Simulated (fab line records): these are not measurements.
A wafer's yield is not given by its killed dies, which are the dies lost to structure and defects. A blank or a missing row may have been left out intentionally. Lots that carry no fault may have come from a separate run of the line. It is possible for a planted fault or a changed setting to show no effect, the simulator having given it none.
Struck lot and sound lot, side by side | flow sky130 | 18 steps out of a route of 708
Sound: the wafers L329.2, L329.4, L329.6. Struck: wafer L341.2 (left out: L341.6, a lot-mate that was not struck); the cause follows at the end.
Order at every step that has rows: each side's tool, ch and its chambers, its first start. Under that, the readings that differ: sound wafers | struck wafers | difference of the means | sigmas: that difference in standard deviations of wafers without a fault.
alike: same words and numbers on both sides, and readings whose means sit less than 2 such deviations apart. not compared: any withheld reading, any reading some wafer has no value for, any bound like >300 that may hide the same value, and any number with overlapping values for which the record gives no deviation.
A row with sigmas, a row that says differs or no value, or rows on one side alone: a step with any of these is where the two part. Numbers that have no deviation but don't overlap get no sigmas and don't part them. Lack of a reading on every wafer of one side parts them only where that side has two or more wafers.

first, 4 steps without rows for these wafers: SKY_DNWELL_EXPOSE_04 (exposes mask DNM, target cd 3000 nm); SKY_DNWELL_PEB_05; SKY_DNWELL_DEVELOP_06 (develop time 60 s); SKY_DNWELL_IMPLANT_07.
SKY_DNWELL_STRIP_08: strips in O2/N2.
  sound on plasma-asher-02 ch 1, day 4 19:17; struck on plasma-asher-01 ch 1, day 7 09:44
  reading                     | sound          | struck | difference | sigmas
  drypump-motor-current-A (A) | 5.56 5.57 5.55 | 5.90   | +0.34      | +2
  alike: n2-flow-sccm, oes-product-au, strip-time-to-endpoint-s
  not compared: rf-hours-counter-h
SKY_DNWELL_TW_MEAS_09:
  sound: film-metro-04 at day 4 19:24; struck: film-metro-01 at day 7 09:51
  reading   | sound          | struck | difference | sigmas
  DNWELL_TW | 1093 1094 1097 | 1114   | +19        | +2
then, 6 steps without rows for these wafers: SKY_PWDE_DEHYDRATE_00 (time 60 s); SKY_PWDE_HMDS_01 (prime time 60 s); SKY_PWDE_COAT_02 (resist thk 3000 nm); SKY_PWDE_SOFTBAKE_03; SKY_PWDE_EXPOSE_04 (exposes mask PWDEM, target cd 840 nm); SKY_PWDE_PEB_05.
SKY_PWDE_DEVELOP_06: develop time 60 s.
  sound on litho-track-04 ch 0, day 5 12:00; struck on litho-track-01 ch 0, day 8 04:00
SKY_PWDE_OVL_MEAS_07:
  sound: overlay-01 at day 5 12:41; struck: overlay-01 at day 8 04:49
  not compared: PWDE_OVL
then, 1 step without rows for these wafers: SKY_PWDE_IMPLANT_08.
SKY_PWDE_STRIP_09: strips in O2/N2.
  sound on plasma-asher-03 ch 0,1, day 5 12:52; struck on plasma-asher-01 ch 0, day 8 05:00
  reading             | sound             | struck | difference | sigmas
  n2-flow-sccm (sccm) | 300.8 299.9 299.8 | 298.1  | -2.1       | -2
  alike: drypump-motor-current-A, oes-product-au, strip-time-to-endpoint-s
  not compared: rf-hours-counter-h
SKY_PWDE_TW_MEAS_10:
  sound: film-metro-01 at day 5 12:58; struck: film-metro-03 at day 8 05:07
  reading | sound             | struck | difference | sigmas
  PWDE_TW | 376.3 377.2 375.1 | 30.2   | -346.0     | -99 or more
then, 1 step without rows for these wafers: SKY_NWELL_DEHYDRATE_03 (time 60 s).

## WHERE THEY PART
First at SKY_DNWELL_STRIP_08; last, within this record, at SKY_PWDE_TW_MEAS_10.

WHY: what the simulator had put in
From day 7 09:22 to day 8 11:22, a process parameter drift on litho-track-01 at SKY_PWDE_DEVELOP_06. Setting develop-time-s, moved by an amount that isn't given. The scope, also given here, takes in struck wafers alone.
